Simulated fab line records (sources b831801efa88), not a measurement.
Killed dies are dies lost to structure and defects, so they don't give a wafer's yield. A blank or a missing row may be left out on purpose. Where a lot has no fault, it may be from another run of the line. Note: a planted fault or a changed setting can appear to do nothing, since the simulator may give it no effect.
One fault seen from 2 desks / flow gf180mcu / each desk has only its own numbers; what lay behind them comes last

## THE METROLOGY DESK
Lot by lot, what the gauges showed, no matter which tool ran the lot: averages of those sampled wafers that carry a number. If a lot's mean is further than 4 standard deviations from the usual mean, the lot is out of limits and carries the mark OUT (the distance appears in the brackets).
Columns: A = V1_OVL at GF_V1_OVL_MEAS_15, usual 1 nm; B = V1_W_THK at GF_V1_THK_MEAS_25, usual 341 nm
lot=L178; first seen here=day 19 14:54; A=5; B=341
lot=L179; first seen here=day 19 15:04; A=4; B=345
lot=L182; first seen here=day 20 13:48; A=-4; B=349
lot=L184; first seen here=day 21 21:07; A=-5; B=349
lot=L185; first seen here=day 21 22:35; A=2; B=335
lot=L188; first seen here=day 22 14:26; A=1; B=336
lot=L189; first seen here=day 23 10:42; A=-3; B=343
lot=L190; first seen here=day 23 12:25; A=1; B=334
lot=L193; first seen here=day 24 05:10; A=1; B=343
lot=L194; first seen here=day 24 13:13; A=2; B=340
lot=L195; first seen here=day 25 03:47; A=3; B=338
lot=L198; first seen here=day 25 15:44; A=2; B=340
lot=L199; first seen here=day 25 18:49; A=-3; B=343
Result from this desk: across the 13 lots, nothing is out of limits.

## DESK OF THE TOOL OWNER: pvd sputter-01
The tool's own readings at GF_M2_SPUTTER_03 (material Ti, target thk 10 nm, time 6.7 s): means of the sampled wafers that have a number, for each lot that ran on this tool. If a lot's mean is further than 4 standard deviations from the usual mean, the lot is out of limits and carries the mark OUT (the distance appears in the brackets).
Columns: A = cathode dc power W at GF_M2_SPUTTER_03, usual 3000.0 W; B = chamber pressure pa at GF_M2_SPUTTER_03, usual 0.3000 Pa; C = throttle valve pct at GF_M2_SPUTTER_03, usual 29.7 %
lot=L179; first seen here=day 19 16:38; A=3000.7; B=0.3001; C=30.0
lot=L184; first seen here=day 21 22:41; A=2999.6; B=0.2994; C=30.6
lot=L190; first seen here=day 23 13:58; A=3000.0; B=0.2995; C=28.8
Result from this desk: across the 3 lots, nothing is out of limits.

## TAKEN TOGETHER
Nothing out of limits was seen by the metrology desk.
Nothing out of limits was seen by the tool owner's desk.

## WHAT THE SIMULATOR PUT IN
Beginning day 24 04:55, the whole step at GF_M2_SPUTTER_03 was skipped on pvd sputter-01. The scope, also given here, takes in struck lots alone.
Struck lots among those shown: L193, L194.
